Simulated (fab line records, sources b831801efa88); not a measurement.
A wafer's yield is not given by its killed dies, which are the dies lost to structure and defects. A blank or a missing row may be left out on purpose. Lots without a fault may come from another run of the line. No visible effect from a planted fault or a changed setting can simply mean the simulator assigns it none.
fab line records	flow sky130
record: lots: 6	wafers: 18	lastDay: 50
route steps=708 shown SD_N@350 SD_P@359 RES_XHIGH@360 SALICIDE@361 LI_CONTACT@362 PAD_OPEN@708
lots untouched by any fault: they come from a run of this same line in which no faults occurred
startH: the number of hours between the record's first day and the start of the first shown wafer of the lot	waitH: hours since the lot's step before	" as in the row above	L1.1+2: a single row standing in for several wafers	- no value, or no start given	* or withheld: withheld	< > ~ a bound
route shown NAME@n: a module of which the file shows steps, and the number in the route of the first	usual: mean/standard deviation of fault-free wafers	same: alike in all rows	chamber/n: place in a boat	sites: readings site by site	_std_site: how widely they spread, as a standard deviation	_edge_site: inner sites' mean taken away from outer sites' mean	radiusMm: for every site, how far away it sits from the centre of the wafer	mask NAME#n: copy n	behind: tool/chamber where the wafer was last shaped	hold: why the lot was held/for how many hours/how that ended	device: whichever transistor did not switch (one of n, p or np)	end of line: the tests these same wafers got at the end of their route	a step with no rows: only its recipe	killed: the dies lost at the first sort to structure and to defects; this is not the yield of the wafer	map: dies across one wafer; x = killed, . = not, _ = none there
set.NAME: setting as actually run; set.NAME@STEP: the setting as run at that earlier step	model.NAME: the simulator's own value behind a step, which no gauge read
lots at some steps of the route; a table a step, a row a wafer
services: from which hour (startH, from the record's first day; less than 0 if before it) a tool's chamber was out of use, for how many hours, and why
== steps ==
step: SKY_SD_N_OVL_MEAS_08
usual: SD_N_OVL: 0.8/1.3
lot.wafer	tool	chamber	startH	waitH	SD_N_OVL[nm]
L226.2	overlay-02	-	642.68	0.1	0.2
L226.3	"	-	"	"	0.3
L226.5	"	-	"	"	2.6
L234.2	overlay-01	-	703.80	0.1	0.1
L234.3	"	-	"	"	0.4
L234.5	"	-	"	"	1.3
L242.2	overlay-01	-	784.71	0.1	-2.0
L242.3	"	-	"	"	-2.4
L242.6	"	-	"	"	-1.9
L240.2	overlay-01	-	793.98	0.1	0.0
L240.4	"	-	"	"	0.3
L240.5	"	-	"	"	0.5
L241.1	overlay-02	-	795.65	0.1	1.0
L241.4	"	-	"	"	0.6
L241.5	"	-	"	"	0.4
L249.1	overlay-01	-	828.92	0.1	1.9
L249.2	"	-	"	"	0.9
L249.3	"	-	"	"	2.1
step: SKY_SD_N_IMPLANT_09
recipe: species: As	energyKev: 50	doseCm2: 4e+15	tiltDeg: 0
step: SKY_SD_N_IMPLANT_10
recipe: species: P	energyKev: 20	doseCm2: 1e+14	tiltDeg: 0
step: SKY_SD_N_STRIP_11
recipe: chemistry: O2/N2	powerW: 1400	pressureMtorr: 1500	platenTempC: withheld	o2FlowSccm: 3000	n2FlowSccm: 300	overashFraction: 0.5
usual: chamberPressureMTorr: 1500.0/1.2	drypumpMotorCurrentA: 6.1/0.48	n2FlowSccm: 300.0/0.88	oesProductAu: 0.527/0.0047	stripTimeToEndpointS: 22.55/0.041
lot.wafer	tool	chamber	startH	waitH	chamberPressureMTorr	drypumpMotorCurrentA	n2FlowSccm	oesProductAu	rfHoursCounterH	stripTimeToEndpointS
L226.2	plasmaAsher-01	0	643.01	0.1	1501.5	6.3	300.9	0.529	56	22.58
L226.3	"	0	"	"	1500.6	6.3	299.4	0.521	-	22.55
L226.5	"	1	"	"	1498.9	6.4	298.4	0.530	-	22.59
L234.2	plasmaAsher-03	1	704.13	0.1	1499.5	6.4	299.3	0.533	28	22.64
L234.3	"	1	"	"	1501.7	6.3	300.5	0.528	-	22.66
L234.5	"	1	"	"	1499.9	6.3	298.0	0.523	-	22.64
L242.2	plasmaAsher-03	1	785.04	0.1	1499.2	6.3	299.5	0.527	36	22.55
L242.3	"	0	"	"	1502.3	5.7	298.2	0.526	-	22.54
L242.6	"	1	"	"	1500.7	6.3	299.9	0.528	-	22.56
L240.2	plasmaAsher-03	0	794.31	0.1	1499.3	5.6	299.0	0.530	37	22.54
L240.4	"	1	"	"	1502.1	6.4	299.7	0.532	-	22.51
L240.5	"	1	"	"	1499.7	6.4	300.3	0.528	-	22.56
L241.1	plasmaAsher-03	1	795.99	0.1	1498.8	6.3	302.3	0.523	38	22.54
L241.4	"	0	"	"	1498.8	5.7	300.5	0.542	-	22.55
L241.5	"	0	"	"	1501.1	5.6	299.4	0.531	-	22.58
L249.1	plasmaAsher-04	1	829.26	0.1	1500.1	6.7	301.2	0.533	9	22.55
L249.2	"	0	"	"	1501.7	5.2	299.6	0.532	9	22.63
L249.3	"	0	"	"	1498.6	5.2	298.4	0.536	-	22.55
step: SKY_SD_N_TW_MEAS_12
usual: SD_N_TW: 3992/67
lot.wafer	tool	chamber	startH	waitH	SD_N_TW
L226.2	filmMetro-01	-	643.12	0.1	4046
L226.3	"	-	"	"	4047
L226.5	"	-	"	"	4019
L234.2	filmMetro-03	-	704.24	0.1	3989
L234.3	"	-	"	"	3960
L234.5	"	-	"	"	3968
L242.2	filmMetro-03	-	785.15	0.1	3943
L242.3	"	-	"	"	3926
L242.6	"	-	"	"	3953
L240.2	filmMetro-03	-	794.42	0.1	3917
L240.4	"	-	"	"	3928
L240.5	"	-	"	"	3927
L241.1	filmMetro-01	-	796.09	0.1	4014
L241.4	"	-	"	"	4050
L241.5	"	-	"	"	4018
L249.1	filmMetro-04	-	829.36	0.1	4054
L249.2	"	-	"	"	4049
L249.3	"	-	"	"	4047
step: SKY_SD_N_CLEAN_13
recipe: chemistry: SC1/SC2	mix: 1:4:20	tempC: 70	timeS: 150	dry: n2Spin
step: SKY_SD_N_RTA_14
recipe: tempC: 1075	timeS: 2	idleTempC: 650	rampUpCPerS: 150	rampDownCPerS: 90	ambient: N2
usual: lampPowerPct: 15.74/0.05	rampDownCPerS: 90.000/0.017	wafer_temp_C_max: 1078.2/1.2
lot.wafer	tool	chamber	startH	waitH	lampPowerPct	rampDownCPerS	wafer_temp_C_max
L226.2	rtpAnneal-02	0	643.22	0.0	15.83	89.975	1077.8
L226.3	"	0	"	"	15.82	90.016	1077.9
L226.5	"	0	"	"	15.71	89.994	1078.4
L234.2	rtpAnneal-02	0	704.35	0.0	15.86	90.000	1077.4
L234.3	"	0	"	"	15.71	90.009	1077.7
L234.5	"	0	"	"	15.74	89.975	1078.3
L242.2	rtpAnneal-02	0	785.26	0.0	15.86	90.018	1078.0
L242.3	"	0	"	"	15.73	89.993	1078.8
L242.6	"	0	"	"	15.82	89.985	1077.6
L240.2	rtpAnneal-01	0	794.53	0.0	15.70	90.017	1077.1
L240.4	"	0	"	"	15.65	90.002	1076.7
L240.5	"	0	"	"	15.73	90.016	1077.8
L241.1	rtpAnneal-02	0	796.20	0.0	15.75	90.014	1077.6
L241.4	"	0	"	"	15.78	89.972	1076.8
L241.5	"	0	"	"	15.71	89.997	1079.8
L249.1	rtpAnneal-01	0	829.47	0.0	15.67	90.007	1080.2
L249.2	"	0	"	"	15.68	90.002	1077.9
L249.3	"	0	"	"	15.77	89.976	1077.7
step: SKY_SD_N_RS_MEAS_16
recipe: thkMeasGauge: four-point-probe
usual: SD_N_RS: 68.51/0.11
lot.wafer	tool	chamber	startH	waitH	SD_N_RS[ohm/sq]
L226.2	filmMetro-03	-	643.41	0.1	68.33
L226.3	"	-	"	"	68.38
L226.5	"	-	"	"	68.44
L234.2	filmMetro-01	-	704.53	0.1	68.48
L234.3	"	-	"	"	68.53
L234.5	"	-	"	"	68.40
L242.2	filmMetro-01	-	785.44	0.1	68.46
L242.3	"	-	"	"	68.59
L242.6	"	-	"	"	68.38
L240.2	filmMetro-03	-	794.71	0.1	68.36
L240.4	"	-	"	"	68.34
L240.5	"	-	"	"	68.42
L241.1	filmMetro-01	-	796.37	0.1	68.49
L241.4	"	-	"	"	68.37
L241.5	"	-	"	"	68.36
L249.1	filmMetro-04	-	829.64	0.1	68.83
L249.2	"	-	"	"	68.68
L249.3	"	-	"	"	68.63
step: SKY_SD_N_RS_MEAS_17
recipe: thkMeasGauge: four-point-probe
usual: SD_P_RS: 146.9/0.44
lot.wafer	tool	chamber	startH	waitH	SD_P_RS[ohm/sq]
L226.2	filmMetro-03	-	643.53	0.1	146.3
L226.3	"	-	"	"	146.1
L226.5	"	-	"	"	146.3
L234.2	filmMetro-01	-	704.65	0.1	147.2
L234.3	"	-	"	"	146.7
L234.5	"	-	"	"	146.9
L242.2	filmMetro-01	-	785.56	0.1	147.0
L242.3	"	-	"	"	146.7
L242.6	"	-	"	"	146.7
L240.2	filmMetro-03	-	794.83	0.1	146.1
L240.4	"	-	"	"	146.6
L240.5	"	-	"	"	145.9
L241.1	filmMetro-01	-	796.49	0.1	146.7
L241.4	"	-	"	"	146.6
L241.5	"	-	"	"	146.7
L249.1	filmMetro-04	-	829.76	0.1	148.0
L249.2	"	-	"	"	147.8
L249.3	"	-	"	"	146.9
step: SKY_SD_N_RS_MEAS_18
recipe: thkMeasGauge: four-point-probe
usual: RES_XHIGH_RS: 333.1/1.2
lot.wafer	tool	chamber	startH	waitH	RES_XHIGH_RS[ohm/sq]
L226.2	filmMetro-03	-	643.65	0.1	332.3
L226.3	"	-	"	"	333.1
L226.5	"	-	"	"	332.7
L234.2	filmMetro-01	-	704.77	0.1	331.9
L234.3	"	-	"	"	332.2
L234.5	"	-	"	"	331.7
L242.2	filmMetro-01	-	785.68	0.1	333.4
L242.3	"	-	"	"	332.9
L242.6	"	-	"	"	333.2
L240.2	filmMetro-03	-	794.95	0.1	332.8
L240.4	"	-	"	"	332.1
L240.5	"	-	"	"	331.5
L241.1	filmMetro-01	-	796.61	0.1	332.8
L241.4	"	-	"	"	332.4
L241.5	"	-	"	"	334.5
L249.1	filmMetro-04	-	829.88	0.1	334.5
L249.2	"	-	"	"	333.3
L249.3	"	-	"	"	334.2
step: SKY_SALICIDE_CLEAN_00
recipe: chemistry: HF-last	timeS: 30	dilution: 100:1	dry: ipaMarangoni
step: SKY_LI_CONTACT_HDPCVD_00
recipe: material: PSG	targetThkNm: 930	sigmaOpenFrac: 0.3	timeS: 155	tempC: 600	sih4FlowSccm: 60	pressureMtorr: 6
usual: runLengthS: 182.6/0.75
lot.wafer	tool	chamber	startH	waitH	runLengthS	model.PSG_of_LI_CONTACT_HDPCVD_00.thkNm
L226.2	hdpcvd-01	0	643.77	0.0	182.1	921.2
L226.3	"	1	"	"	182.2	919.7
L226.5	"	2	"	"	183.7	925.8
L234.2	hdpcvd-02	2	704.89	0.0	183.6	937.5
L234.3	"	1	"	"	182.5	921.1
L234.5	"	2	"	"	182.8	925.4
L242.2	hdpcvd-02	1	785.80	0.0	182.9	903
L242.3	"	2	"	"	183.0	917.4
L242.6	"	2	"	"	182.9	916.7
L240.2	hdpcvd-01	2	795.07	0.0	191.9	980.9
L240.4	"	2	"	"	192.2	990.2
L240.5	"	0	"	"	190.1	982.8
L241.1	hdpcvd-01	1	796.75	0.0	190.1	980.4
L241.4	"	1	"	"	190.0	983.3
L241.5	"	2	"	"	191.7	980.8
L249.1	hdpcvd-02	0	830.02	0.0	181.7	924.5
L249.2	"	2	"	"	182.9	923.5
L249.3	"	1	"	"	182.3	914.9
step: SKY_LI_CONTACT_THK_MEAS_01
recipe: reads: PSG_of_LI_CONTACT_HDPCVD_00
usual: LI_CONTACT_HDPCVD_THK: 927/9.6
lot.wafer	tool	chamber	startH	waitH	LI_CONTACT_HDPCVD_THK[nm]
L226.2	filmMetro-01	-	643.88	0.1	921
L226.3	"	-	"	"	920
L226.5	"	-	"	"	926
L234.2	filmMetro-04	-	705.00	0.1	937
L234.3	"	-	"	"	921
L234.5	"	-	"	"	926
L242.2	filmMetro-03	-	785.91	0.1	903
L242.3	"	-	"	"	917
L242.6	"	-	"	"	916
L240.2	filmMetro-04	-	795.18	0.1	981
L240.4	"	-	"	"	990
L240.5	"	-	"	"	983
L241.1	filmMetro-03	-	796.85	0.1	981
L241.4	"	-	"	"	983
L241.5	"	-	"	"	981
L249.1	filmMetro-01	-	830.12	0.1	925
L249.2	"	-	"	"	924
L249.3	"	-	"	"	914
step: SKY_LI_CONTACT_CMP_02
recipe: material: PSG	downForcePsi: 4	platenRpm: 60	padVelocityMS: 0.94248
usual: motorCurrentA: 12.9/1.1
lot.wafer	tool	chamber	startH	waitH	motorCurrentA
L226.2	cmp-02	1	643.98	0.1	11.8
L226.3	"	2	"	"	12.1
L226.5	"	1	"	"	12.7
L234.3	cmp-01	3	705.05	0.0	11.3
L234.2	"	1	"	"	13.4
L234.5	"	3	"	"	11.6
L242.3	cmp-01	3	785.96	0.0	11.2
L242.2	"	0	"	"	13.6
L242.6	"	3	"	"	11.5
L240.2	cmp-02	1	795.23	0.0	12.4
L240.4	"	3	"	"	11.9
L240.5	"	1	"	"	12.7
L241.4	cmp-01	1	797.02	0.1	15.0
L241.1	"	2	"	"	13.1
L241.5	"	1	"	"	13.5
L249.2	cmp-02	0	830.18	0.0	13.8
L249.3	"	1	"	"	12.6
L249.1	"	2	"	"	11.4
step: SKY_PAD_OPEN_PROBE_99
usual: killed_at_M0_to_M3: 43/7.3	killed_at_M4_up: 3.4/1.7	killedAtContacts: 24/4.5	killedAtFrontEnd: 16/4.4	killedAtOther: 0.2/0.51	killedDies: 86/9.7	killedOpen: 46/6.6	killedShort: 39/7.1
same: grossDies: 492	killedAtBackSide: 0
lot.wafer	tool	chamber	startH	waitH	killed_at_M0_to_M3	killed_at_M4_up	killedAtContacts	killedAtFrontEnd	killedAtOther	killedDies	killedOpen	killedShort
L234.2	prober-01	-	1167.10	0.1	40	5	22	20	0	87	43	44
L234.3	prober-01	-	1167.15	0.2	46	5	19	16	0	86	34	51
L234.5	prober-01	-	1167.25	0.2	58	3	23	19	0	103	50	53
L242.2	prober-01	-	1171.14	0.1	41	2	19	20	0	82	51	31
L242.3	prober-01	-	1171.19	0.2	52	5	18	20	0	95	42	53
L242.6	prober-01	-	1171.34	0.2	45	2	20	6	1	74	37	37
L249.1	prober-01	-	1203.05	0.1	36	5	22	20	0	83	40	41
L249.2	prober-01	-	1203.10	0.1	41	8	25	12	0	86	48	38
L249.3	prober-01	-	1203.15	0.2	42	3	29	17	0	91	48	42
killed by level:class
L234.2 VIA1:geometricParticle:open=9 CONTACT:geometricParticle:open=8 LI_CONTACT:geometricParticle:short=6 VIA3:geometricParticle:open=6 POLY_GATE:geometricParticle:short=5 VIA2:geometricParticle:short=5 LI_CONTACT:geometricParticle:open=5 VIA3:geometricParticle:short=5
L234.3 METAL1:geometricParticle:short=10 CONTACT:geometricParticle:open=6 VIA2:geometricParticle:short=6 FIELD_ISO:geometricParticle:short=5 POLY_GATE:geometricParticle:short=5 LOCAL_INTERCONNECT:geometricParticle:short=5 VIA1:geometricParticle:open=5 VIA3:geometricParticle:open=5
L234.5 VIA1:geometricParticle:open=14 VIA1:geometricParticle:short=9 METAL1:geometricParticle:short=8 METAL2:geometricParticle:short=8 POLY_GATE:geometricParticle:open=6 VIA2:geometricParticle:open=6 CONTACT:geometricParticle:open=5 VIA2:geometricParticle:short=5
L242.2 VIA1:geometricParticle:open=9 CONTACT:geometricParticle:open=7 FIELD_ISO:geometricParticle:open=6 POLY_GATE:geometricParticle:open=6 LI_CONTACT:geometricParticle:open=5 METAL2:geometricParticle:short=5 VIA2:geometricParticle:open=5 VIA3:geometricParticle:open=5
L242.3 VIA1:geometricParticle:open=11 VIA3:geometricParticle:open=9 FIELD_ISO:geometricParticle:short=7 METAL3:geometricParticle:short=7 METAL2:geometricParticle:short=6 CONTACT:geometricParticle:short=6 LI_CONTACT:geometricParticle:open=5 METAL1:geometricParticle:short=5
L242.6 VIA1:geometricParticle:open=8 VIA3:geometricParticle:open=7 METAL2:geometricParticle:short=7 CONTACT:geometricParticle:open=7 METAL1:geometricParticle:short=7 CONTACT:geometricParticle:short=6 VIA2:geometricParticle:open=6 LI_CONTACT:geometricParticle:open=5
L249.1 VIA1:geometricParticle:open=11 CONTACT:geometricParticle:short=6 VIA1:geometricParticle:short=6 VIA2:geometricParticle:open=6 CONTACT:geometricParticle:open=5 FIELD_ISO:geometricParticle:open=4 POLY_GATE:geometricParticle:short=4 POLY_GATE:geometricParticle:open=4
L249.2 VIA1:geometricParticle:open=11 CONTACT:geometricParticle:open=9 METAL2:geometricParticle:short=9 VIA2:geometricParticle:open=6 LI_CONTACT:geometricParticle:open=6 CONTACT:geometricParticle:short=5 VIA1:geometricParticle:short=4 METAL4:geometricParticle:short=4
L249.3 VIA1:geometricParticle:open=9 CONTACT:geometricParticle:short=9 CONTACT:geometricParticle:open=9 VIA2:geometricParticle:open=8 LI_CONTACT:geometricParticle:open=7 FIELD_ISO:geometricParticle:short=6 METAL1:geometricParticle:short=6 METAL2:geometricParticle:short=6
== services ==
tool	chamber	startH	hours	kind
hdpcvd-02	0	621.53	21.7	repair
hdpcvd-02	2	623.57	22.5	repair
hdpcvd-02	-	641.69	1.0	repair
hdpcvd-02	-	650.75	15.0	pm
hdpcvd-02	0	650.75	15.0	ventCycle
hdpcvd-02	1	650.75	15.0	ventCycle
hdpcvd-02	2	650.75	15.0	ventCycle
hdpcvd-02	0	665.75	-	clean
hdpcvd-01	-	679.92	1.7	repair
cmp-02	-	700.50	3.7	repair
hdpcvd-01	2	725.10	12.4	repair
hdpcvd-02	-	726.31	6.0	pm
plasmaAsher-04	-	733.75	9.0	pm
cmp-01	-	737.15	1.1	repair
cmp-02	-	742.00	1.2	repair
cmp-01	-	744.00	4.0	pm
plasmaAsher-01	-	750.55	6.6	repair
cmp-01	-	760.63	5.4	pm
plasmaAsher-03	-	772.82	2.4	repair
cmp-02	-	774.88	3.5	repair
plasmaAsher-01	-	774.90	15.6	pm
hdpcvd-01	-	811.02	2.0	repair
cmp-02	-	817.34	4.3	pm
cmp-01	-	824.61	0.8	repair
== key ==
firstSign: step: SKY_LI_CONTACT_HDPCVD_00	reading: runLengthS	direction: up	sigmas: 11	usual: *	struck: *
effect: step: SKY_LI_CONTACT_THK_MEAS_01	reading: LI_CONTACT_HDPCVD_THK	direction: up	sigmas: 5.8	usual: 927	struck: 983
modelEffect: step: SKY_LI_CONTACT_HDPCVD_00	value: PSG_of_LI_CONTACT_HDPCVD_00.thkNm	without: 935.2	struck: 983.1
metAt SKY_LI_CONTACT_HDPCVD_00
struckWafers L240.2,L240.4,L240.5,L241.1,L241.4,L241.5
testerLeftOut L240,L241
onsetBetween 643.77 795.07
fault: kind: processParameterDrift	tool: hdpcvd-01	chamber: -	onsetH: 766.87	steps: SKY_LI_CONTACT_HDPCVD_00	channel: timeS	offset: *	shape: step	endH: 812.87	actsIn: *	stated: *
testerLeftOut: of these lots the tester's yield and bins aren't shown, on N5 and GAA mostly nor the transistor test; their killed dies are dies lost to structure and defects alone, not to doping, threshold or leakage, so they don't give the yield
